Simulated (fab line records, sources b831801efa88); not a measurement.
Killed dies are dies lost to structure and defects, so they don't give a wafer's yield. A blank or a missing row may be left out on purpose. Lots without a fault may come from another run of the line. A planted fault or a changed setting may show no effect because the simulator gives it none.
One fault seen from 2 desks | flow sky130 | each desk has only its own numbers; what lay behind them comes last

THE METROLOGY DESK
What the gauges read, lot by lot, whatever tool the lot ran on: means of the sampled wafers that have a number. A lot is out of limits, marked OUT, if its mean lies more than 4 standard deviations from the usual mean; the brackets give that distance.
Columns: A = CAP2M_OVL at SKY_CAP2M_OVL_MEAS_12, usual 0.9 nm; B = cd_nm at SKY_METAL4_CD_MEAS_13, usual 300.2 nm; C = METAL4_OVL at SKY_METAL4_OVL_MEAS_14, usual -2 nm
lot  | first seen here | A    | B     | C
L931 | day 42 06:06    | -1.1 | 301.7 | -5
L939 | day 44 07:16    | 2.4  | 301.5 | -3
L942 | day 45 03:56    | -0.4 | 298.1 | 2
L944 | day 45 16:55    | 1.4  | 302.1 | -1
L947 | day 46 08:07    | -0.6 | 302.3 | -14
L950 | day 47 06:02    | 2.0  | 301.0 | -8
This desk's finding: nothing out of limits on any of the 6 lots.

THE TOOL OWNER'S DESK: litho_track-03
The tool's own readings at SKY_METAL4_COAT_07 (resist thk 60 nm): means of the sampled wafers that have a number, for each lot that ran on this tool. A lot is out of limits, marked OUT, if its mean lies more than 4 standard deviations from the usual mean; the brackets give that distance.
Columns: A = spin_speed_rpm at SKY_METAL4_COAT_07, usual 3000.2 rpm
lot  | first seen here | A
L931 | day 42 18:38    | 3000.4
L939 | day 44 19:19    | 2998.4
L944 | day 46 04:13    | 2751.8 (-99 or more) OUT
L950 | day 47 16:01    | 2751.5 (-99 or more) OUT
This desk's finding: out of limits on L944, L950; first on L944, day 46 04:13 (spin_speed_rpm at SKY_METAL4_COAT_07). In limits: L931, L939.

PUT TOGETHER
The tool owner's desk could have raised an alarm at day 46 04:13, on L944, L950.
The metrology desk saw nothing out of limits.
The metrology desk has L944, L950 on record, within its limits.
Of the lots named, all ran SKY_METAL4_COAT_07 on litho_track-03.

WHAT THE SIMULATOR HAD PUT IN
Process parameter drift: litho_track-03, from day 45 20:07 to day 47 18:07, at SKY_METAL4_COAT_07. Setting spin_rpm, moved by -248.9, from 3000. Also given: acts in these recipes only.
Lots struck among those shown: L944, L950.
Hours from the fault's start to each desk's first reading out of limits: the tool owner's desk, 8.
